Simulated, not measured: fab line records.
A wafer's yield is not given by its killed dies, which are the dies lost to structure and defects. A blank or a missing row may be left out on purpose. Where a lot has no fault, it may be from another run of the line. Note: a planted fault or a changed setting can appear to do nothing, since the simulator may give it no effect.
fab line records	flow sky130
record: lots: 6	wafers: 18	last-day: 49
route steps=708 shown PWDE@54 NWELL@56 PAD_OPEN@708
lots with no fault: from the same line, run without faults
start-h: the number of hours between the record's first day and the start of the first shown wafer of the lot	wait-h: hours elapsed since this lot's preceding step	" the same as in the row above	L1.1+2: a single row standing in for several wafers	- no value, or no start was given	* or withheld: withheld	< > ~ a bound
route shown NAME@n: names a module that has steps shown in the file, with the first one's number in the route	usual: average and standard deviation across the fault-free wafers	same: alike in all rows	chamber/n: place in a boat	sites: the reading at each site	_std_site: how widely they spread, as a standard deviation	_edge_site: the outer-site mean with the inner-site mean subtracted	radius-mm: how far each site lies from the wafer's centre	mask NAME#n: copy n	behind: tool/chamber where the wafer was last shaped	hold: why the lot went on hold/how many hours it stayed there/how the hold came to an end	device: which transistor (n, p or np) failed to switch	end of line: tests run on the same wafers once the route is complete	for a step that has no rows: nothing shown but its recipe	killed: at the first sort, the dies lost to defects and structure; wafer yield is something else	map: a wafer's dies, x killed, . not, _ none there
set.NAME: the setting that was run; set.NAME@STEP: the one run at that earlier step	model.NAME: the simulator's own value behind a step, which no gauge read
lots at some steps of the route; a table a step, a row a wafer
services: when a tool's chamber went out of use (start-h, in hours from the record's first day, below 0 if earlier), for how many hours, and the reason
== steps ==
step: SKY_PWDE_STRIP_09
recipe: chemistry: O2/N2	power-w: 1400	pressure-mtorr: 1500	platen-temp-c: withheld	o2-flow-sccm: 3000	n2-flow-sccm: 300	overash-fraction: 0.5
usual: drypump-motor-current-A: 5.9/0.38	oes-product-au: 0.723/0.0047	strip-time-to-endpoint-s: 36.97/0.098
lot.wafer	tool	chamber	start-h	wait-h	drypump-motor-current-A	oes-product-au	rf-hours-counter-h	strip-time-to-endpoint-s
L501.1	plasma-asher-04	0	67.78	0.1	5.9	0.728	40	36.99
L501.2	"	1	"	"	6.4	0.715	40	37.02
L501.5	"	0	"	"	5.9	0.726	-	37.00
L502.1	plasma-asher-02	0	74.78	0.1	5.4	0.726	30	37.02
L502.3	"	1	"	"	6.2	0.727	-	37.03
L502.6	"	1	"	"	6.3	0.725	-	37.09
L509.1	plasma-asher-02	0	111.09	0.1	5.4	0.720	35	36.94
L509.2	"	1	"	"	6.2	0.719	35	36.90
L509.5	"	0	"	"	5.4	0.727	-	36.89
L512.2	plasma-asher-02	1	129.88	0.1	6.3	0.721	37	36.80
L512.3	"	1	"	"	6.3	0.716	-	37.01
L512.4	"	0	"	"	5.4	0.722	-	36.85
L518.3	plasma-asher-03	0	171.17	0.1	6.2	0.727	-	36.97
L518.5	"	0	"	"	6.2	0.719	-	36.98
L518.6	"	1	"	"	5.4	0.717	-	36.85
L519.1	plasma-asher-04	1	171.94	0.1	6.4	0.713	52	37.05
L519.3	"	0	"	"	5.9	0.716	-	37.05
L519.5	"	0	"	"	5.9	0.728	-	36.94
step: SKY_PWDE_TW_MEAS_10
usual: PWDE_TW: 379/6.3
lot.wafer	tool	chamber	start-h	wait-h	PWDE_TW
L501.1	film-metro-01	-	67.88	0.1	385
L501.2	"	-	"	"	384
L501.5	"	-	"	"	384
L502.1	film-metro-01	-	74.88	0.1	387
L502.3	"	-	"	"	385
L502.6	"	-	"	"	385
L509.1	film-metro-01	-	111.19	0.1	382
L509.2	"	-	"	"	384
L509.5	"	-	"	"	381
L512.2	film-metro-01	-	129.99	0.1	384
L512.3	"	-	"	"	384
L512.4	"	-	"	"	385
L518.3	film-metro-02	-	171.25	0.1	378
L518.5	"	-	"	"	377
L518.6	"	-	"	"	375
L519.1	film-metro-04	-	172.04	0.1	369
L519.3	"	-	"	"	369
L519.5	"	-	"	"	369
step: SKY_NWELL_DEHYDRATE_03
recipe: temp-c: 200	time-s: 60
step: SKY_NWELL_HMDS_04
recipe: prime-time-s: 60	prime-temp-c: 120
step: SKY_NWELL_COAT_05
recipe: spin-rpm: 2000	resist-thk-nm: 3000
step: SKY_NWELL_SOFTBAKE_06
recipe: temp-c: 110	time-s: withheld
step: SKY_NWELL_EXPOSE_07
recipe: mask-id: NWM	na: 0.6	source-shape: conventional	sigma-outer: 0.6	polarization: unpolarized	target-cd-nm: 840	dose-mj: 255
step: SKY_NWELL_PEB_08
recipe: temp-c: 115	time-s: withheld
step: SKY_NWELL_DEVELOP_09
recipe: wall-angle-deg: 90	developer: TMAH	develop-time-s: 60	dev-temp-c: 23
step: SKY_NWELL_OVL_MEAS_10
usual: NWELL_00_OVL: -0.4/1.6
lot.wafer	tool	chamber	start-h	wait-h	NWELL_00_OVL[nm]
L501.1	overlay-01	-	85.03	-	-0.6
L501.2	"	-	"	"	-0.7
L501.5	"	-	"	"	0.1
L502.1	overlay-02	-	91.43	-	1.4
L502.3	"	-	"	"	0.4
L502.6	"	-	"	"	0.2
L509.1	overlay-02	-	129.83	-	-0.5
L509.2	"	-	"	"	-0.7
L509.5	"	-	"	"	-1.8
L512.2	overlay-02	-	149.81	-	0.4
L512.3	"	-	"	"	2.1
L512.4	"	-	"	"	0.1
L518.3	overlay-01	-	192.54	-	-2.3
L518.5	"	-	"	"	-4.1
L518.6	"	-	"	"	-3.4
L519.1	overlay-02	-	193.00	-	0.0
L519.3	"	-	"	"	0.8
L519.5	"	-	"	"	1.9
step: SKY_NWELL_IMPLANT_11
recipe: species: P	energy-kev: 400	dose-cm2: 1.9e+13	tilt-deg: withheld
step: SKY_NWELL_IMPLANT_12
recipe: species: P	energy-kev: 120	dose-cm2: 1.3e+12	tilt-deg: withheld
step: SKY_NWELL_IMPLANT_13
recipe: species: P	energy-kev: 50	dose-cm2: 7e+11	tilt-deg: withheld
usual: dose-ions-cm2: 7.002e+11/7.2e+08	faraday-current-uA: 3.95/0.079
lot.wafer	tool	chamber	start-h	wait-h	dose-ions-cm2	faraday-current-uA
L501.1	implanter-01	0	85.37	0.1	6.981e+11	3.86
L501.2	"	0	"	"	6.997e+11	3.90
L501.5	"	0	"	"	6.992e+11	4.00
L502.1	implanter-04	0	91.77	0.1	6.987e+11	3.87
L502.3	"	0	"	"	6.993e+11	3.93
L502.6	"	0	"	"	7.003e+11	3.77
L509.1	implanter-01	0	130.17	0.1	2.993e+11	1.74
L509.2	"	0	"	"	2.98e+11	1.62
L509.5	"	0	"	"	2.984e+11	1.69
L512.2	implanter-01	0	150.16	0.1	2.964e+11	1.74
L512.3	"	0	"	"	2.977e+11	1.71
L512.4	"	0	"	"	2.975e+11	1.64
L518.3	implanter-03	0	192.92	0.1	7.011e+11	3.93
L518.5	"	0	"	"	7.007e+11	3.97
L518.6	"	0	"	"	7.006e+11	4.05
L519.1	implanter-04	0	193.34	0.1	7.012e+11	3.99
L519.3	"	0	"	"	7.006e+11	3.93
L519.5	"	0	"	"	7.009e+11	3.81
step: SKY_NWELL_STRIP_14
recipe: chemistry: O2/N2	power-w: 1400	pressure-mtorr: 1500	platen-temp-c: withheld	o2-flow-sccm: 3000	n2-flow-sccm: 300	overash-fraction: 0.5
usual: drypump-motor-current-A: 5.9/0.49	oes-product-au: 0.722/0.0046	strip-time-to-endpoint-s: 36.95/0.1
lot.wafer	tool	chamber	start-h	wait-h	drypump-motor-current-A	oes-product-au	rf-hours-counter-h	strip-time-to-endpoint-s
L501.1	plasma-asher-01	0	85.52	0.1	6.7	0.723	30	36.94
L501.2	"	1	"	"	5.7	0.725	30	36.91
L501.5	"	1	"	"	5.7	0.715	-	36.94
L502.1	plasma-asher-01	0	91.92	0.1	6.7	0.716	31	37.03
L502.3	"	0	"	"	6.7	0.727	-	36.92
L502.6	"	1	"	"	5.7	0.732	-	36.87
L509.1	plasma-asher-02	0	130.32	0.1	5.4	0.726	37	36.96
L509.2	"	1	"	"	6.2	0.720	37	36.94
L509.5	"	0	"	"	5.4	0.725	-	36.96
L512.2	plasma-asher-02	1	150.29	0.1	6.2	0.720	39	36.83
L512.3	"	1	"	"	6.3	0.724	-	36.97
L512.4	"	0	"	"	5.4	0.719	-	36.94
L518.3	plasma-asher-01	1	193.05	0.1	5.7	0.717	-	37.00
L518.5	"	0	"	"	6.7	0.720	-	36.83
L518.6	"	1	"	"	5.7	0.723	-	36.98
L519.1	plasma-asher-02	0	193.49	0.1	5.4	0.723	43	37.08
L519.3	"	0	"	"	5.4	0.722	-	37.16
L519.5	"	0	"	"	5.4	0.724	-	37.10
step: SKY_NWELL_TW_MEAS_15
usual: NWELL_TW: 1834/28
lot.wafer	tool	chamber	start-h	wait-h	NWELL_TW
L501.1	film-metro-04	-	85.62	0.1	1803
L501.2	"	-	"	"	1800
L501.5	"	-	"	"	1800
L502.1	film-metro-02	-	92.02	0.1	1818
L502.3	"	-	"	"	1825
L502.6	"	-	"	"	1819
L509.1	film-metro-01	-	130.42	0.1	1866
L509.2	"	-	"	"	1868
L509.5	"	-	"	"	1862
L512.2	film-metro-02	-	150.40	0.1	1823
L512.3	"	-	"	"	1825
L512.4	"	-	"	"	1823
L518.3	film-metro-02	-	193.14	0.1	1815
L518.5	"	-	"	"	1806
L518.6	"	-	"	"	1810
L519.1	film-metro-04	-	193.59	0.1	1803
L519.3	"	-	"	"	1805
L519.5	"	-	"	"	1802
step: SKY_NWELL_DEHYDRATE_16
recipe: temp-c: 200	time-s: 60
step: SKY_NWELL_HMDS_17
recipe: prime-time-s: 60	prime-temp-c: 120
step: SKY_NWELL_COAT_18
recipe: spin-rpm: 2000	resist-thk-nm: 3000
step: SKY_NWELL_SOFTBAKE_19
recipe: temp-c: 110	time-s: withheld
step: SKY_NWELL_EXPOSE_20
recipe: mask-id: NWM_COMPLEMENT	na: 0.6	source-shape: conventional	sigma-outer: 0.6	polarization: unpolarized	target-cd-nm: 840	dose-mj: 260
step: SKY_NWELL_PEB_21
recipe: temp-c: 115	time-s: withheld
step: SKY_NWELL_DEVELOP_22
recipe: wall-angle-deg: 90	developer: TMAH	develop-time-s: 60	dev-temp-c: 23
step: SKY_NWELL_OVL_MEAS_23
usual: NWELL_01_OVL: -1.3/1.3
lot.wafer	tool	chamber	start-h	wait-h	NWELL_01_OVL[nm]
L501.1	overlay-01	-	102.60	-	1.1
L501.2	"	-	"	"	0.0
L501.5	"	-	"	"	-1.1
L502.1	overlay-01	-	109.28	-	0.5
L502.3	"	-	"	"	-0.1
L502.6	"	-	"	"	-0.1
L509.1	overlay-02	-	150.15	-	-3.3
L509.2	"	-	"	"	-1.1
L509.5	"	-	"	"	-1.9
L512.2	overlay-01	-	170.21	-	-0.4
L512.3	"	-	"	"	-1.1
L512.4	"	-	"	"	-1.7
L518.3	overlay-01	-	214.76	-	-0.8
L518.5	"	-	"	"	-0.8
L518.6	"	-	"	"	-0.4
L519.1	overlay-01	-	215.75	-	0.8
L519.3	"	-	"	"	-1.1
L519.5	"	-	"	"	-2.2
step: SKY_NWELL_IMPLANT_24
recipe: species: B	energy-kev: 140	dose-cm2: 9.2e+12	tilt-deg: withheld
step: SKY_NWELL_STRIP_25
recipe: chemistry: O2/N2	power-w: 1400	pressure-mtorr: 1500	platen-temp-c: withheld	o2-flow-sccm: 3000	n2-flow-sccm: 300	overash-fraction: 0.5
usual: drypump-motor-current-A: 5.9/0.46	oes-product-au: 0.723/0.0041	strip-time-to-endpoint-s: 36.96/0.11
lot.wafer	tool	chamber	start-h	wait-h	drypump-motor-current-A	oes-product-au	rf-hours-counter-h	strip-time-to-endpoint-s
L501.1	plasma-asher-02	0	102.81	0.1	5.4	0.723	34	37.01
L501.2	"	1	"	"	6.2	0.717	34	36.99
L501.5	"	0	"	"	5.4	0.720	-	36.98
L502.1	plasma-asher-01	0	109.47	0.1	6.7	0.722	32	37.09
L502.3	"	0	"	"	6.8	0.719	-	37.11
L502.6	"	1	"	"	5.7	0.723	-	36.98
L509.1	plasma-asher-03	1	150.34	0.1	5.5	0.717	3	37.21
L509.2	"	0	"	"	6.2	0.730	3	37.34
L509.5	"	0	"	"	6.1	0.719	-	37.25
L512.2	plasma-asher-03	0	170.39	0.1	6.1	0.716	5	36.99
L512.3	"	0	"	"	6.2	0.728	-	36.92
L512.4	"	1	"	"	5.5	0.720	-	37.00
L518.3	plasma-asher-03	0	214.97	0.1	6.1	0.720	-	36.78
L518.5	"	1	"	"	5.5	0.724	-	37.04
L518.6	"	0	"	"	6.1	0.726	-	36.89
L519.1	plasma-asher-03	1	215.94	0.1	5.5	0.728	8	36.98
L519.3	"	0	"	"	6.1	0.719	-	36.96
L519.5	"	1	"	"	5.5	0.726	-	37.02
step: SKY_NWELL_TW_MEAS_26
usual: NWELL_2_TW: 502/7.9
lot.wafer	tool	chamber	start-h	wait-h	NWELL_2_TW
L501.1	film-metro-01	-	102.91	0.1	510
L501.2	"	-	"	"	512
L501.5	"	-	"	"	509
L502.1	film-metro-04	-	109.57	0.1	493
L502.3	"	-	"	"	493
L502.6	"	-	"	"	492
L509.1	film-metro-01	-	150.44	0.1	512
L509.2	"	-	"	"	511
L509.5	"	-	"	"	512
L512.2	film-metro-01	-	170.50	0.1	511
L512.3	"	-	"	"	511
L512.4	"	-	"	"	507
L518.3	film-metro-04	-	215.06	0.1	491
L518.5	"	-	"	"	491
L518.6	"	-	"	"	490
L519.1	film-metro-01	-	216.04	0.1	511
L519.3	"	-	"	"	513
L519.5	"	-	"	"	511
step: SKY_NWELL_CLEAN_27
recipe: chemistry: SC1/SC2	mix: 1:4:20	temp-c: 70	time-s: 150	dry: n2-spin
step: SKY_NWELL_RTA_28
recipe: temp-c: 1050	time-s: 30	idle-temp-c: 650	ramp-up-c-per-s: 150	ramp-down-c-per-s: 90	ambient: N2
usual: lamp-power-pct: 25.31/0.056	ramp-down-c-per-s: 90.000/0.016	wafer_temp_C_max: 1054.9/0.85
lot.wafer	tool	chamber	start-h	wait-h	lamp-power-pct	ramp-down-c-per-s	wafer_temp_C_max
L501.1	rtp-anneal-02	0	103.02	0.0	25.42	89.996	1054.1
L501.2	"	0	"	"	25.30	90.021	1054.2
L501.5	"	0	"	"	25.44	90.022	1056.4
L502.1	rtp-anneal-01	0	109.68	0.0	25.22	89.973	1056.2
L502.3	"	0	"	"	25.28	89.993	1055.1
L502.6	"	0	"	"	25.30	89.977	1053.8
L509.1	rtp-anneal-01	0	150.55	0.0	25.40	90.022	1055.4
L509.2	"	0	"	"	25.35	89.986	1053.7
L509.5	"	0	"	"	25.32	89.981	1054.3
L512.2	rtp-anneal-01	0	170.62	0.0	25.23	90.023	1054.7
L512.3	"	0	"	"	25.23	89.997	1055.7
L512.4	"	0	"	"	25.30	89.973	1055.2
L518.3	rtp-anneal-01	0	215.18	0.0	25.23	89.968	1053.9
L518.5	"	0	"	"	25.37	89.971	1055.2
L518.6	"	0	"	"	25.29	89.988	1054.2
L519.1	rtp-anneal-02	0	216.15	0.0	25.35	89.997	1054.9
L519.3	"	0	"	"	25.29	90.026	1055.1
L519.5	"	0	"	"	25.25	89.980	1054.8
step: SKY_NWELL_RS_MEAS_29
recipe: thk-meas-gauge: four-point-probe
usual: NWELL_RS: 624.4/1.3
lot.wafer	tool	chamber	start-h	wait-h	NWELL_RS[ohm/sq]
L501.1	film-metro-01	-	103.12	0.1	624.9
L501.2	"	-	"	"	628.1
L501.5	"	-	"	"	627.7
L502.1	film-metro-02	-	109.78	0.1	624.8
L502.3	"	-	"	"	626.0
L502.6	"	-	"	"	624.4
L509.1	film-metro-04	-	150.65	0.1	638.8
L509.2	"	-	"	"	639.5
L509.5	"	-	"	"	637.9
L512.2	film-metro-04	-	170.72	0.1	639.0
L512.3	"	-	"	"	639.0
L512.4	"	-	"	"	638.4
L518.3	film-metro-04	-	215.29	0.1	624.4
L518.5	"	-	"	"	625.3
L518.6	"	-	"	"	625.8
L519.1	film-metro-04	-	216.35	0.2	621.1
L519.3	"	-	"	"	623.8
L519.5	"	-	"	"	622.6
step: SKY_PAD_OPEN_PROBE_99
usual: killed_at_M0_to_M3: 44/6.6	killed_at_M4_up: 3.4/1.9	killed-at-contacts: 25/5.6	killed-at-front-end: 15/4.6	killed-at-other: 0.3/0.6	killed-dies: 88/9.5	killed-on-rim: 17/3.8	killed-open: 47/7.1	killed-short: 40/6.4
same: gross-dies: 492	killed-at-back-side: 0
lot.wafer	tool	chamber	start-h	wait-h	killed_at_M0_to_M3	killed_at_M4_up	killed-at-contacts	killed-at-front-end	killed-at-other	killed-dies	killed-on-rim	killed-open	killed-short	model.etest.nfet_16v.r-on-ohm-um	model.etest.pfet-g5v0d10v5.r-on-ohm-um	model.etest.tip-p.rs-ohm-sq	model.etest.tip_p_5v.rs-ohm-sq	model.etest.pfet-g5v0d10v5.drive-ua-um	model.etest.pfet_01v8_lvt.drive-ua-um	model.etest.pfet_16v.drive-ua-um	model.etest.pfet_01v8_mvt.drive-ua-um
L501.1	prober-02	-	1070.96	0.1	39	2	26	8	2	77	17	35	41	1.382e+04	4671	6803	2844	352.8	178.6	251.8	158
L501.2	prober-02	-	1071.01	0.1	42	2	34	14	0	92	25	57	35	1.398e+04	4704	6789	2884	346.7	179.4	251	155.8
L501.5	prober-02	-	1071.16	0.2	38	8	27	25	3	101	32	46	53	1.396e+04	4756	6835	2862	345.6	174.9	247.5	154.5
L502.1	prober-01	-	1082.58	0.1	48	2	16	8	0	74	21	45	29	1.411e+04	4789	6698	2875	339	176.8	240.6	160.5
L502.3	prober-01	-	1082.68	0.2	52	2	23	16	1	94	18	52	42	1.411e+04	4807	6757	2855	336.1	176.2	236.8	158.2
L502.6	prober-01	-	1082.83	0.2	46	2	26	12	1	87	16	41	46	1.413e+04	4775	6786	2878	339.7	176.9	238.5	160.3
L509.1	prober-02	-	1121.08	0.1	39	5	28	19	0	91	27	48	43	1.462e+04	4559	6704	2755	358.2	192.6	255.6	157.7
L509.2	prober-02	-	1121.13	0.1	34	3	20	13	0	70	16	35	35	1.47e+04	4483	6650	2770	365.1	192.4	255.5	159.6
L509.5	prober-02	-	1121.28	0.2	39	4	25	22	0	90	22	45	45	1.469e+04	4465	6686	2764	363.7	191.9	254.8	157.3
L512.2	prober-01	-	1139.58	0.1	46	4	22	23	0	95	23	56	39	1.45e+04	4528	6722	2765	359.6	192.4	253.9	159.8
L512.3	prober-01	-	1139.63	0.2	55	2	30	17	0	104	19	55	49	1.423e+04	4612	6758	2771	359.5	190	253.2	156.9
L512.4	prober-01	-	1139.68	0.2	38	5	23	16	0	82	19	39	42	1.444e+04	4551	6768	2774	359.9	194.6	252.5	161.5
L518.3	prober-01	-	1175.86	0.2	48	7	24	9	0	88	19	41	47	1.397e+04	4763	6881	2864	341.7	177.6	247.6	153.8
L518.5	prober-01	-	1175.96	0.2	47	3	15	19	3	87	20	36	49	1.4e+04	4720	6857	2862	344	174.3	244.7	149.9
L518.6	prober-01	-	1176.01	0.2	39	6	24	24	0	93	29	44	49	1.389e+04	4736	6865	2854	344.3	177.3	243.3	152
L519.1	prober-02	-	1182.44	0.1	39	5	20	16	1	81	11	46	35	1.415e+04	4835	6866	2832	335.2	170.2	240.4	148.4
L519.3	prober-02	-	1182.54	0.2	40	3	13	11	0	67	12	40	27	1.418e+04	4810	6849	2852	336.3	170.5	241.4	147.9
L519.5	prober-02	-	1182.64	0.2	39	4	29	16	1	89	13	47	42	1.406e+04	4793	6824	2843	338.5	171.1	239.5	149.3
killed by level:class
L501.1 CONTACT:geometric-particle:open=9 LOCAL_INTERCONNECT:geometric-particle:short=9 VIA1:geometric-particle:open=7 VIA2:geometric-particle:open=7 VIA1:geometric-particle:short=6 POLY_GATE:geometric-particle:short=4 LI_CONTACT:geometric-particle:short=4 METAL1:geometric-particle:open=4
L501.2 CONTACT:geometric-particle:open=17 VIA1:geometric-particle:open=9 VIA2:geometric-particle:open=8 LI_CONTACT:geometric-particle:open=7 METAL1:geometric-particle:short=7 POLY_GATE:geometric-particle:open=6 VIA1:geometric-particle:short=5 CONTACT:geometric-particle:short=4
L501.5 CONTACT:geometric-particle:open=9 VIA1:geometric-particle:open=9 CONTACT:geometric-particle:short=8 FIELD_ISO:geometric-particle:open=7 METAL4:geometric-particle:short=7 FIELD_ISO:geometric-particle:short=6 LI_CONTACT:geometric-particle:open=6 POLY_GATE:geometric-particle:short=5
L502.1 VIA1:geometric-particle:open=18 VIA2:geometric-particle:open=6 METAL1:geometric-particle:short=6 LI_CONTACT:geometric-particle:open=5 CONTACT:geometric-particle:open=5 VIA3:geometric-particle:short=4 VIA3:geometric-particle:open=4 LI_CONTACT:geometric-particle:short=3
L502.3 VIA1:geometric-particle:open=14 CONTACT:geometric-particle:open=9 METAL2:geometric-particle:short=8 VIA3:geometric-particle:open=7 CONTACT:geometric-particle:short=6 METAL1:geometric-particle:short=6 POLY_GATE:geometric-particle:open=5 VIA1:geometric-particle:short=4
L502.6 VIA1:geometric-particle:short=12 CONTACT:geometric-particle:open=10 VIA1:geometric-particle:open=8 METAL2:geometric-particle:short=6 VIA2:geometric-particle:open=6 FIELD_ISO:geometric-particle:short=5 LI_CONTACT:geometric-particle:open=5 METAL1:geometric-particle:short=5
L509.1 VIA1:geometric-particle:open=15 CONTACT:geometric-particle:open=8 CONTACT:geometric-particle:short=7 FIELD_ISO:geometric-particle:short=6 FIELD_ISO:geometric-particle:open=5 LI_CONTACT:geometric-particle:open=5 METAL1:geometric-particle:short=5 LOCAL_INTERCONNECT:geometric-particle:short=4
L509.2 VIA1:geometric-particle:open=9 LI_CONTACT:geometric-particle:open=9 POLY_GATE:geometric-particle:short=6 METAL2:geometric-particle:short=6 VIA2:geometric-particle:open=6 CONTACT:geometric-particle:open=5 CONTACT:geometric-particle:short=4 FIELD_ISO:geometric-particle:short=3
L509.5 VIA1:geometric-particle:open=10 LI_CONTACT:geometric-particle:open=8 LOCAL_INTERCONNECT:geometric-particle:short=6 VIA2:geometric-particle:open=6 POLY_GATE:geometric-particle:short=5 POLY_GATE:geometric-particle:open=5 VIA1:geometric-particle:short=5 CONTACT:geometric-particle:short=5
L512.2 VIA1:geometric-particle:open=12 VIA2:geometric-particle:open=10 CONTACT:geometric-particle:open=9 FIELD_ISO:geometric-particle:short=8 LI_CONTACT:geometric-particle:open=7 FIELD_ISO:geometric-particle:open=5 METAL2:geometric-particle:short=5 VIA3:geometric-particle:open=5
L512.3 VIA1:geometric-particle:open=16 CONTACT:geometric-particle:open=12 VIA1:geometric-particle:short=9 LI_CONTACT:geometric-particle:open=7 METAL3:geometric-particle:short=7 VIA2:geometric-particle:short=6 LI_CONTACT:geometric-particle:short=5 VIA3:geometric-particle:open=5
L512.4 LI_CONTACT:geometric-particle:open=8 FIELD_ISO:geometric-particle:short=7 CONTACT:geometric-particle:open=7 VIA3:geometric-particle:open=7 VIA3:geometric-particle:short=5 VIA1:geometric-particle:open=5 METAL2:geometric-particle:short=5 METAL4:geometric-particle:short=5
L518.3 CONTACT:geometric-particle:open=9 METAL1:geometric-particle:short=8 VIA1:geometric-particle:open=8 METAL4:geometric-particle:short=7 VIA3:geometric-particle:open=7 VIA1:geometric-particle:short=5 METAL2:geometric-particle:short=5 VIA2:geometric-particle:open=5
L518.5 METAL2:geometric-particle:short=8 VIA3:geometric-particle:open=7 METAL1:geometric-particle:short=7 POLY_GATE:geometric-particle:short=6 LI_CONTACT:geometric-particle:open=5 VIA1:geometric-particle:open=5 VIA2:geometric-particle:open=5 VIA1:geometric-particle:short=4
L518.6 CONTACT:geometric-particle:open=10 VIA3:geometric-particle:open=8 FIELD_ISO:geometric-particle:short=6 POLY_CUT:geometric-particle:short=5 METAL1:geometric-particle:short=5 FIELD_ISO:geometric-particle:open=4 LI_CONTACT:geometric-particle:short=4 LOCAL_INTERCONNECT:geometric-particle:short=4
L519.1 CONTACT:geometric-particle:open=11 METAL1:geometric-particle:short=10 FIELD_ISO:geometric-particle:open=7 VIA1:geometric-particle:open=7 LI_CONTACT:geometric-particle:open=5 VIA3:geometric-particle:open=5 VIA2:geometric-particle:open=4 METAL1:geometric-particle:open=4
L519.3 VIA1:geometric-particle:open=9 VIA3:geometric-particle:open=8 CONTACT:geometric-particle:open=5 VIA2:geometric-particle:open=5 METAL2:geometric-particle:short=4 FIELD_ISO:geometric-particle:open=3 LI_CONTACT:geometric-particle:open=3 METAL1:geometric-particle:short=3
L519.5 CONTACT:geometric-particle:open=13 VIA1:geometric-particle:open=10 LI_CONTACT:geometric-particle:open=6 FIELD_ISO:geometric-particle:open=5 VIA1:geometric-particle:short=5 VIA2:geometric-particle:open=5 FIELD_ISO:geometric-particle:short=4 LOCAL_INTERCONNECT:geometric-particle:short=4
== services ==
tool	chamber	start-h	hours	kind
implanter-01	-	57.45	10.4	repair
implanter-04	-	64.30	6.1	repair
implanter-03	-	71.32	1.1	repair
plasma-asher-02	-	74.16	0.5	repair
plasma-asher-03	-	95.34	18.4	repair
plasma-asher-01	-	101.19	5.6	repair
plasma-asher-03	-	113.75	9.0	pm
plasma-asher-03	0	113.75	9.0	vent-cycle
plasma-asher-03	1	113.75	9.0	vent-cycle
plasma-asher-03	0	122.75	-	clean
plasma-asher-03	1	122.75	-	clean
plasma-asher-04	-	146.51	0.4	repair
plasma-asher-02	-	153.94	6.1	repair
plasma-asher-01	-	158.02	2.8	pm
rtp-anneal-01	-	189.07	0.9	pm
plasma-asher-03	-	199.45	14.6	pm
plasma-asher-04	-	200.03	14.6	pm
== key ==
first-sign: step: SKY_NWELL_IMPLANT_13	reading: dose-ions-cm2	direction: down	sigmas: 99+	usual: *	struck: *
effect: step: SKY_NWELL_IMPLANT_13	reading: faraday-current-uA	direction: down	sigmas: 29	usual: 3.95	struck: 1.69
effect: step: SKY_NWELL_RS_MEAS_29	reading: NWELL_RS	direction: up	sigmas: 11	usual: 624.4	struck: 638.8
model-effect: step: SKY_PAD_OPEN_PROBE_99	value: etest.nfet_16v.r-on-ohm-um	without: 1.403e+04	struck: 1.453e+04
met-at SKY_NWELL_IMPLANT_13
struck-wafers L509.1,L509.2,L509.5,L512.2,L512.3,L512.4
tester-left-out L509,L512
onset-between 85.37 130.17
fault: kind: process-parameter-drift	tool: implanter-01	chamber: -	onset-h: 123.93	steps: SKY_NWELL_IMPLANT_13	channel: dose-cm2	offset: *	shape: step	end-h: 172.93	acts-in: *	stated: *
tester-left-out: of these lots the tester's yield and bins aren't shown, on N5 and GAA mostly nor the transistor test; their killed dies are dies lost to structure and defects alone, not to doping, threshold or leakage, so they don't give the yield
